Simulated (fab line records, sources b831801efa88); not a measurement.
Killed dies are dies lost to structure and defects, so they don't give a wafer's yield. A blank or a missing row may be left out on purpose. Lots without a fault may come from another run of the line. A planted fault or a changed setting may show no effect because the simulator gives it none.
A struck lot beside a sound one | flow sky130 | 18 steps out of a route of 708
Sound: wafers L235.1, L235.4, L235.5. Struck: wafers L243.1, L243.3, L243.4. The cause comes at the end.
At each step with rows: each side's tool, then ch and its chambers, then its first start. Under that, the readings that differ: sound wafers | struck wafers | difference of the means | sigmas: that difference in standard deviations of wafers without a fault.
alike: readings whose means differ by less than 2 such deviations, and words and numbers that are the same on both sides. not compared: withheld readings, readings that some wafer has no value for, bounds like >300 that may hide the same value, and numbers for which the record gives no deviation and whose values overlap.
The two part at a step that has a row with sigmas, a row that says differs or no value, or rows on one side only. Numbers that don't overlap but have no deviation are shown without sigmas and don't part them. A reading that every wafer of one side lacks parts them only if that side has two wafers or more.

first, 3 steps without rows for these wafers: SKY_SONOS_ONO_WET_ETCH_18 (etches Si3N4 in H3PO4, target depth 15 nm, time 172 s); SKY_GATE_OXIDE_CLEAN_00 (cleans in SC1/SC2, time 150 s); SKY_GATE_OXIDE_OXIDATION_01 (stabilise 600 s, purge 300 s, target thk 10.268 nm).
SKY_GATE_OXIDE_THK_MEAS_02:
  sound on film_metro-02, day 13 01:58; struck on film_metro-03, day 15 20:25
  reading                          | sound          | struck            | difference | sigmas
  GATE_OXIDE_OXIDATION_00_THK (nm) | 9.82 9.75 9.87 | 10.34 10.32 10.39 | +0.54      | +2
then, 7 steps without rows for these wafers: SKY_GATE_OXIDE_DEHYDRATE_03 (time 60 s); SKY_GATE_OXIDE_HMDS_04 (prime time 60 s); SKY_GATE_OXIDE_COAT_05 (resist thk 1140 nm); SKY_GATE_OXIDE_SOFTBAKE_06 (time 60 s); SKY_GATE_OXIDE_EXPOSE_07 (exposes mask LVOM, target cd 600 nm); SKY_GATE_OXIDE_PEB_08; SKY_GATE_OXIDE_DEVELOP_09 (develop time 60 s).
SKY_GATE_OXIDE_OVL_MEAS_10:
  sound on overlay-02, day 14 02:30; struck on overlay-01, day 17 00:36
  alike: GATE_OXIDE_OVL
SKY_GATE_OXIDE_IMPLANT_11:
  sound on implanter-01 ch 0, day 14 02:32; struck on implanter-01 ch 0, day 17 00:38
  reading            | sound                           | struck                           | difference  | sigmas
  dose_ions_cm2      | 2.599e+12 2.5992e+12 2.5999e+12 | 2.8305e+12 2.8297e+12 2.8283e+12 | +2.3013e+11 | +79
  faraday_current_uA | 14.72 14.29 14.70               | 15.89 15.73 16.46                | +1.46       | +5
then, 1 step without rows for these wafers: SKY_GATE_OXIDE_WET_ETCH_12 (etches SiO2 in dHF, target depth 16.8 nm, time 336 s).
SKY_GATE_OXIDE_STRIP_13: strips in O2/N2.
  sound on plasma_asher-02 ch 0, day 14 02:47; struck on plasma_asher-01 ch 0,1, day 17 00:54
  alike: chamber_pressure_mTorr, drypump_motor_current_A, o2_flow_sccm, oes_product_au, strip_time_to_endpoint_s
  not compared: rf_hours_counter_h
SKY_GATE_OXIDE_TW_MEAS_14:
  sound on film_metro-02, day 14 02:53; struck on film_metro-02, day 17 01:00
  reading       | sound             | struck            | difference | sigmas
  GATE_OXIDE_TW | 225.2 225.0 225.1 | 229.0 228.9 229.5 | +4.0       | +3
then, 1 step without rows for these wafers: SKY_GATE_OXIDE_CLEAN_15 (cleans in SC1/SC2, time 150 s).
-- the record jumps here: 31 days lie between the struck wafers' starts before and after (it left off in module GATE_OXIDE and takes up again in module PAD_OPEN, whose first step shown is number 708 of the route) --
SKY_PAD_OPEN_PROBE_99:
  sound on prober-01, day 45 21:14; struck on prober-02, day 48 00:21
  reading                                    | sound                   | struck                  | difference | sigmas
  model.etest.pfet_01v8_lvt.drive_ua_um      | 175 174.6 174.9         | 186.5 186.6 183.1       | +10.6      |
  model.etest.pfet_01v8_lvt.off_log10_a_um   | -8.852 -8.749 -8.8      | -7.755 -7.601 -7.957    | +1.029     |
  model.etest.pfet_01v8_mvt.off_log10_a_um   | -9.965 -10.2 -10.19     | -10.25 -10.33 -10.52    | -0.25      |
  model.etest.sram_pfet_latch.off_log10_a_um | -12.86 -12.64 -12.66    | -11.94 -11.95 -12.19    | +0.69      |
  model.etest.pfet_01v8_hvt.off_log10_a_um   | -12.92 -12.91 -12.82    | -12.6 -12.59 -12.77     | +0.2       |
  model.etest.pfet_01v8_lvt.vt_sat_v (V)     | -0.4346 -0.4343 -0.4378 | -0.3276 -0.3286 -0.3315 | +0.1063    |
  alike: killed_at_M0_to_M3, killed_at_M4_up, killed_at_contacts, killed_at_front_end, killed_at_other, killed_dies, killed_open, killed_short
  not compared: model.etest.pfet_01v8_mvt.drive_ua_um, model.etest.pfet_01v8.off_log10_a_um

WHERE THEY PART
First at SKY_GATE_OXIDE_THK_MEAS_02; last, within this record, at SKY_GATE_OXIDE_TW_MEAS_14. Later steps at which nothing parts them and some readings are alike: SKY_PAD_OPEN_PROBE_99.

WHY: what the simulator had put in
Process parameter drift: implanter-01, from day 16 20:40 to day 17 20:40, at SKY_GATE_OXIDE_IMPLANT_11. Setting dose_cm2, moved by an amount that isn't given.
